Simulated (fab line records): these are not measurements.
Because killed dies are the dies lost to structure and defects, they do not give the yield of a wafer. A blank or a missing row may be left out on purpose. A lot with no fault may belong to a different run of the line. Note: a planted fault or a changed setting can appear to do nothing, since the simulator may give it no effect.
Struck lot and sound lot, side by side	flow sky130	15 steps out of a route of 708
Sound: wafers L620.3, L620.4, L620.5. Struck: wafers L625.2, L625.3, L625.5. The cause is named last.
Per side, at each step with rows, come the tool, then ch with its chambers, and then its first start. Under that, the readings that differ: sound wafers	struck wafers	difference of the means	sigmas: that difference in standard deviations of wafers without a fault.
alike: readings with means less than 2 such deviations apart, plus words and numbers identical on both sides. not compared: withheld readings, readings lacking a value on some wafer, bounds such as >300 that could conceal the same value, and numbers that have no deviation in the record and whose values overlap.
A row with sigmas, a row that says differs or no value, or rows on one side alone: a step with any of these is where the two part. Non-overlapping numbers with no deviation appear without sigmas and do not part them. A reading missing from all wafers of one side parts the sides only when that side holds two or more wafers.

first, 1 step without rows for these wafers: SKY_VT_ADJUST_LVTN_IMPLANT_19.
SKY_VT_ADJUST_LVTN_STRIP_20: strips in O2/N2.
  sound on plasmaAsher-04 ch 0,1, day 10 23:09; struck on plasmaAsher-04 ch 0,1, day 12 15:46
  alike: drypumpMotorCurrentA, n2FlowSccm, oesProductAu, stripTimeToEndpointS
  not compared: rfHoursCounterH
SKY_VT_ADJUST_LVTN_TW_MEAS_21:
  sound on filmMetro-03, day 10 23:14; struck on filmMetro-02, day 12 15:52
  alike: VT_ADJUST_LVTN_2_TW
then, 7 steps without rows for these wafers: SKY_VT_ADJUST_NCORE_DEHYDRATE_00 (time 60 s); SKY_VT_ADJUST_NCORE_HMDS_01 (prime time 60 s); SKY_VT_ADJUST_NCORE_COAT_02 (resist thk 1121 nm); SKY_VT_ADJUST_NCORE_SOFTBAKE_03 (time 60 s); SKY_VT_ADJUST_NCORE_EXPOSE_04 (exposes mask LVTN COMPLEMENT THIN, target cd 380 nm); SKY_VT_ADJUST_NCORE_PEB_05; SKY_VT_ADJUST_NCORE_DEVELOP_06 (develop time 60 s).
SKY_VT_ADJUST_NCORE_CD_MEAS_07: target cd 380 nm.
  sound on cdSem-02, day 11 23:04; struck on cdSem-01, day 13 17:09
  alike: cdNm
SKY_VT_ADJUST_NCORE_OVL_MEAS_08:
  sound on overlay-01, day 11 23:10; struck on overlay-02, day 13 17:15
  alike: VT_ADJUST_NCORE_OVL
SKY_VT_ADJUST_NCORE_IMPLANT_09:
  struck on implanter-03, day 13 17:19; sound on implanter-03 ch 0, day 11 23:14
  no value came back on the struck wafers for beamEnergyKeV, beamOnS (s); on the sound wafers beamEnergyKeV reads 10.000 10.000 9.9985
SKY_VT_ADJUST_NCORE_STRIP_10: strips in O2/N2.
  sound on plasmaAsher-03 ch 0,1, day 11 23:22; struck on plasmaAsher-03 ch 0,1, day 13 17:26
  alike: drypumpMotorCurrentA, n2FlowSccm, oesProductAu, stripTimeToEndpointS
  not compared: rfHoursCounterH
SKY_VT_ADJUST_NCORE_TW_MEAS_11:
  sound on filmMetro-04, day 11 23:27; struck on filmMetro-01, day 13 17:32
reading	sound	struck	difference	sigmas
VT_ADJUST_NCORE_TW	218.8 219.7 218.8	29.7 29.8 29.9	-189.3	-99 or more

## WHERE THEY PART
Earliest at SKY_VT_ADJUST_NCORE_IMPLANT_09; latest, in this record, at SKY_VT_ADJUST_NCORE_TW_MEAS_11.

WHY: what the simulator had put in
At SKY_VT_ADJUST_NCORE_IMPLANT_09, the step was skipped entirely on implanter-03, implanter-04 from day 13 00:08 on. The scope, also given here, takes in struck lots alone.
